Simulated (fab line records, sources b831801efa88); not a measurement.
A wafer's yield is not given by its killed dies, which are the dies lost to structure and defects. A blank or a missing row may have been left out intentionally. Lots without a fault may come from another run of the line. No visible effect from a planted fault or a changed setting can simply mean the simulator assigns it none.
Which tool is to blame? || flow gf180mcu || 6 lots, 18 wafers sampled, at 2 steps of a route of 602

WHAT THE GAUGES READ, wafer by wafer
GF_HV_LDD_RS_MEAS_53: the measuring method here is four-point-probe.
{"lot": "L499", "measured": "day 12 17:22", "on": "film-metro-02", "HV_LDD_RS (ohm/sq)": "417.9 419.2 418.1"}
{"lot": "L502", "measured": "day 13 21:05", "on": "film-metro-03", "HV_LDD_RS (ohm/sq)": "420.1 418.8 420.1"}
{"lot": "L504", "measured": "day 14 05:40", "on": "film-metro-02", "HV_LDD_RS (ohm/sq)": "418.5 419.8 419.7"}
{"lot": "L507", "measured": "day 15 08:43", "on": "film-metro-02", "HV_LDD_RS (ohm/sq)": "417.8 418.1 417.7"}
{"lot": "L511", "measured": "day 16 20:40", "on": "film-metro-02", "HV_LDD_RS (ohm/sq)": "417.3 417.5 418.4"}
{"lot": "L518", "measured": "day 19 01:29", "on": "film-metro-04", "HV_LDD_RS (ohm/sq)": "418.6 419.0 431.2 419.4 419.6 431.9"}

TOOL THAT RAN EACH LOT (tool first, then ch and the chambers of the sampled wafers, then the start)
{"lot": "L499", "GF_HV_LDD_IMPLANT_09": "implanter-02 ch 0, day 10 08:50"}
{"lot": "L502", "GF_HV_LDD_IMPLANT_09": "implanter-01 ch 0, day 11 09:01"}
{"lot": "L504", "GF_HV_LDD_IMPLANT_09": "implanter-03 ch 0, day 11 17:23"}
{"lot": "L507", "GF_HV_LDD_IMPLANT_09": "implanter-03 ch 0, day 12 17:55"}
{"lot": "L511", "GF_HV_LDD_IMPLANT_09": "implanter-03 ch 0, day 14 01:41"}
{"lot": "L518", "GF_HV_LDD_IMPLANT_09": "implanter-03 ch 0, day 16 01:14"}
- GF_HV_LDD_IMPLANT_09

THE ANSWER, worked out from the rows above alone
Rule: what is usual is taken from the lots themselves. The widest of any qualifying gaps counts: lots, ordered by their means at a reading, are off when they make up no more than a third of the lots, leave a main group of 4 or more, and stand apart from it by 3 or more times the standard deviation of that group's means. If all means in a main group match to the digits the tables above print for the reading, that group is not used. A lot without any number at a reading at which 4 lots or more have one is off too. Where the step has rows for the other lots, those lots are counted as sound.
Off: L518, seen at GF_HV_LDD_RS_MEAS_53 (HV_LDD_RS). The main group has a mean of 418.6 ohm/sq with a standard deviation of 0.78.
If a tool, at a process step before that reading, ran all the lots that are off and no sound lot after the first of them, it fits. The gauges at GF_HV_LDD_RS_MEAS_53 are tried like those tools. Undecided on this evidence; 2 tools fit (implanter-03 at GF_HV_LDD_IMPLANT_09, film-metro-04 at GF_HV_LDD_RS_MEAS_53).

WHAT THE SIMULATOR HAD PUT IN
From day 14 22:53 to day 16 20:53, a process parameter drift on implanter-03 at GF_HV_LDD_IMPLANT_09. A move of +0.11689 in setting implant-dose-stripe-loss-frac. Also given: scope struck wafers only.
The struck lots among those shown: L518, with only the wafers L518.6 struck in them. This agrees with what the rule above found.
